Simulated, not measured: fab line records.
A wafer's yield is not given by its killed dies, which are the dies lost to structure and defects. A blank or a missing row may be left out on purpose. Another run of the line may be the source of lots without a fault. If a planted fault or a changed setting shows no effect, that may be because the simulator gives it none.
8D (eight disciplines) problem report, filled in by code | flow sky130 | the parts of the form that need people (team, actions taken, sign-off) are left out

## 1. WHAT WENT WRONG
SKY_PAD_OPEN_PROBE_99, killed_at_M4_up: mean 39.0 on 3 wafers (1 lot); fault-free wafers 3.3, standard deviation 1.7. That puts it +21 standard deviations away from the usual mean.
Seen first at day 48 05:16 on prober-02, wafer L202.1. The record has a number at this step for 12 wafers belonging to 5 lots. By rule, "out" or "out of limits" means more than 4 standard deviations away from the usual mean. The other wafers with a number count as sound.

## 2. WHAT IT IS, AND WHAT IT ISN'T
question                    | is                     | is not
which readings at this step | killed_at_M4_up        | killed_at_M0_to_M3, killedAtContacts, killedAtFrontEnd, killedAtOther, killedOpen, killedShort
which lots                  | L202                   | L208, L209, L211, L214
which wafers of those lots  | all that have a number | -
read on which tools         | prober-02              | prober-01
when                        | from day 48 05:16      | up to then (0 sound wafers); but 9 sound wafers of L208, L209, L211, L214 came after

## 3. SUSPECTS, AND WHAT RULES EACH OUT
Counting: a tool stays on the suspect list if, at a process step up to the reading, it processed all lots that are out and no sound lot following the first of them.
- pecvd-04 at SKY_CONTACT_CVD_00 (deposits Si3N4, target thk 75 nm): kept. It ran the lot that is out, L202 (day 33 15:20), and no sound lot after that.
- cmp-02 at SKY_VIA2_CMP_24 (polishes, stops on SiO2, t overpolish 20 s, target thk 0 nm): ruled out as a lasting fault. Following L202 (day 39 08:05), the first lot on it that is out, the sound lots L209, L211 were run on it.
- rieMetal-02 at SKY_METAL4_METAL_ETCH_18 (etches the open film in Cl2/BCl3, stops on SiO2, target depth 845 nm, time 183.1 s): kept. It ran the lot that is out, L202 (day 44 10:30), and no sound lot after that.
- prober-02 at SKY_PAD_OPEN_PROBE_99: ruled out as a lasting fault. Following L202 (day 48 05:16), the first lot on it that is out, the sound lots L208, L214 were run on it.
The count leaves rieMetal-02 at SKY_METAL4_METAL_ETCH_18 and pecvd-04 at SKY_CONTACT_CVD_00.

## 4. THE CAUSE (what the simulator had put in)
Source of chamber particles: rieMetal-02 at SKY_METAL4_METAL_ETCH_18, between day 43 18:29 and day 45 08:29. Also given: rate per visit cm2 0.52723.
Counting leaves 2 suspects; this tool is one of them.

## 5. SEQUENCE OF EFFECTS, ordered by route
Each row: a reading whose mean over the struck wafers that have a number lies more than 3 standard deviations from the usual. Only readings whose record carries a usual standard deviation are examined. hours: median over the lots of the time between each lot's start at the first step of this table that gives one and its start at this step. sigmas: the change, counted in usual standard deviations.
hours | step                  | reading             | usual  | on struck wafers | change | sigmas
0     | SKY_PAD_OPEN_PROBE_99 | defectLimitedYield  | 82.1 % | 76.5             | -5.6   | -3.1
0     | SKY_PAD_OPEN_PROBE_99 | killed_at_M4_up     | 3.3    | 39.0             | +35.7  | +21
0     | SKY_PAD_OPEN_PROBE_99 | killedDies          | 88     | 116              | +28    | +3.1
0     | SKY_PAD_OPEN_PROBE_99 | sort_bin_5_function | 10.6 % | 14.8             | +4.2   | +3.0
0     | SKY_PAD_OPEN_PROBE_99 | sortNPass           | 404    | 376              | -28    | -3.1
0     | SKY_PAD_OPEN_PROBE_99 | sortYieldPct        | 82.1 % | 76.5             | -5.6   | -3.1
It contains these process steps:
- SKY_PAD_OPEN_PROBE_99

## 6. WHAT WOULD HAVE CAUGHT IT SOONER
107 hours passed between the start of the fault at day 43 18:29 and the first reading out of limits in this record, taken at day 48 05:16.
No tool reading at SKY_METAL4_METAL_ETCH_18 that has a usual standard deviation in the record was out on any struck wafer, so an alarm limit of 4 standard deviations on those readings would not have fired.
Lots out: 1; all had begun SKY_METAL4_METAL_ETCH_18 on rieMetal-02 by day 48 05:16. A hold on the tool at that time would have spared none of them.
